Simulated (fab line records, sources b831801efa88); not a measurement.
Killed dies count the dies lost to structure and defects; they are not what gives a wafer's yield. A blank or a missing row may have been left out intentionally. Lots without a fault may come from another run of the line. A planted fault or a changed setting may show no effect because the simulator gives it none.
Code-filled problem report in 8D (eight disciplines) form	flow gf180mcu	the parts of the form that need people (team, actions taken, sign-off) are left out

1. WHAT WENT WRONG
oes product au at GF_V2_ETCH_17 reads a mean of 0.374 a.u. on 6 wafers of 2 lots; wafers without a fault read 0.856 a.u. with a standard deviation of 0.0043. So: -99 or more standard deviations from the usual mean.
The step: etches SiO2 in C4F8/O2/Ar, stops on TiN, target depth 630 nm.
The step gives no start for some of these wafers. The record has a number at this step for 42 wafers belonging to 14 lots. Rule for "out", or "out of limits": more than 4 standard deviations from the usual mean. The rest of the wafers with a number are treated as sound.

2. WHAT IT IS, WHAT IT ISN'T
question	is	is not
which readings at this step	oes product au	chamber pressure mTorr
which lots	L103, L104	L101, L109, L110, L111, L112, L113, L115, L116, L117, L996, L997, L999
which wafers of those lots	all that have a number	-
read on which tools	rie diel-03	rie diel-01, rie diel-04

3. WHAT RULES OUT EACH SUSPECT
Counting: a tool at a process step up to the reading stays a suspect if it ran every lot that is out and no sound lot after the first of them.
- rie diel-03 at GF_V2_ETCH_16 (etches BARC in N2/H2): ruled out as a lasting fault. After its first lot that is out, L103 (day 23 21:13), sound lots L113, L117 ran on it.
- rie diel-03 at GF_V2_ETCH_17 (etches SiO2 in C4F8/O2/Ar, stops on TiN, target depth 630 nm): ruled out as a lasting fault. After its first lot that is out, L103 (day 23 21:20), sound lots L113, L117 ran on it. GF_V2_ETCH_17: start missing for some lots; hours and lot order therefore follow GF_V2_STRIP_18.
Left after counting: nothing in the record.

4. THE CAUSE (what the simulator had put in)
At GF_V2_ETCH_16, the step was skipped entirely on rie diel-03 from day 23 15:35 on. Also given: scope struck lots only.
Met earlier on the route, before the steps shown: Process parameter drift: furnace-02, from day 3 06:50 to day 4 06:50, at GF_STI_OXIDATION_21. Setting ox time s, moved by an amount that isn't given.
Counting ruled it out, wrongly.

5. THE CHAIN OF EFFECTS, in route order
One row per reading whose mean, taken over the struck wafers that have a number, lies over 3 standard deviations from the usual. Only readings whose record carries a usual standard deviation are examined. hours: median over the lots of the time between each lot's start at the first step of this table that gives one and its start at this step. sigmas: the change, counted in usual standard deviations.
hours	step	reading	usual	on struck wafers	change	sigmas
-	GF_V2_ETCH_17	oes product au	0.856 a.u.	0.374	-0.482	-99 or more
0	GF_V2_STRIP_18	oes product au	0.593 a.u.	0.612	+0.019	+3.9
Its process steps:
- GF_V2_ETCH_17: etches SiO2 in C4F8/O2/Ar, stops on TiN, target depth 630 nm.
- GF_V2_STRIP_18: strips in O2/N2.
Readings that are blank on the struck wafers while sound wafers have them: bias w at GF_V2_ETCH_16; chamber pressure mTorr at GF_V2_ETCH_16; drypump motor current A at GF_V2_ETCH_16; oes product au at GF_V2_ETCH_16; throttle valve pct at GF_V2_ETCH_16.

6. HOW IT WOULD HAVE BEEN CAUGHT EARLIER
At GF_V2_ETCH_16 the tool's readings are blank on the struck wafers, where sound wafers have them: an empty tool record is the first sign, and it was there at once.
